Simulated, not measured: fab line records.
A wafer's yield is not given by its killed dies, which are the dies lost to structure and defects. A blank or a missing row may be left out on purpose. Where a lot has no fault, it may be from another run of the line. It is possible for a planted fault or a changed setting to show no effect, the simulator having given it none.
Which tool did it? | flow gf180mcu | 14 lots (42 wafers sampled), 1 step of a 602-step route

## WHAT THE GAUGES SHOWED, per wafer
GF_SAB_CD_MEAS_09 targets a cd of 420 nm.
lot  | measured     | on        | cd nm (nm)
L574 | day 15 01:26 | cd sem-02 | 423.2 424.2 424.5
L575 | day 15 09:41 | cd sem-02 | 417.4 419.4 418.7
L576 | day 15 15:21 | cd sem-02 | 418.8 418.5 419.3
L578 | day 16 21:23 | cd sem-01 | 420.6 418.0 417.6
L579 | day 17 03:35 | cd sem-02 | 420.7 420.1 418.0
L581 | day 17 16:46 | cd sem-01 | 423.0 423.1 424.1
L582 | day 18 03:20 | cd sem-01 | 420.7 418.4 419.7
L583 | day 18 18:49 | cd sem-01 | 418.2 417.0 418.0
L584 | day 19 05:10 | cd sem-02 | 421.2 420.9 421.7
L587 | day 20 01:48 | cd sem-02 | 420.4 417.6 421.7
L590 | day 21 00:05 | cd sem-02 | 419.9 420.0 418.3
L594 | day 22 05:18 | cd sem-01 | 417.3 417.1 416.2
L595 | day 22 14:44 | cd sem-02 | 419.7 421.3 420.4
L597 | day 23 07:37 | cd sem-02 | 418.5 418.5 418.5

## TOOL THAT RAN EACH LOT (tool first, then ch and the chambers of the sampled wafers, then the start)
Before these readings, the record contains no process step.

## WHAT THE TOOLS THEMSELVES READ (means of the sampled wafers that have a number; where no wafer has one, the mark that the record gives instead)
The record holds no such reading with a usual standard deviation.

## THE ANSWER, worked out from the rows above alone
Rule: what is usual is taken from the lots themselves. Put in order of their means at a reading, lots are off if they are a third of the lots or fewer, leave a main group of 4 or more, and stand apart from it by a gap of 3 or more times the standard deviation of the main group's means; of several such gaps the widest counts. If all means in a main group match to the digits the tables above print for the reading, that group is not used. A lot without any number at a reading at which 4 lots or more have one is off too. The other lots that the step has rows for count as sound. After the gauges, taken in route order, come the tools' own readings; for these a lot's mean is taken, as printed above. The first step at which some lot is off is used, and at that step the reading that is off furthest; a lot without a number counts as furthest.
No lot is off on any of the readings shown, so nothing can be concluded from this.

## WHAT THE SIMULATOR HAD PUT IN
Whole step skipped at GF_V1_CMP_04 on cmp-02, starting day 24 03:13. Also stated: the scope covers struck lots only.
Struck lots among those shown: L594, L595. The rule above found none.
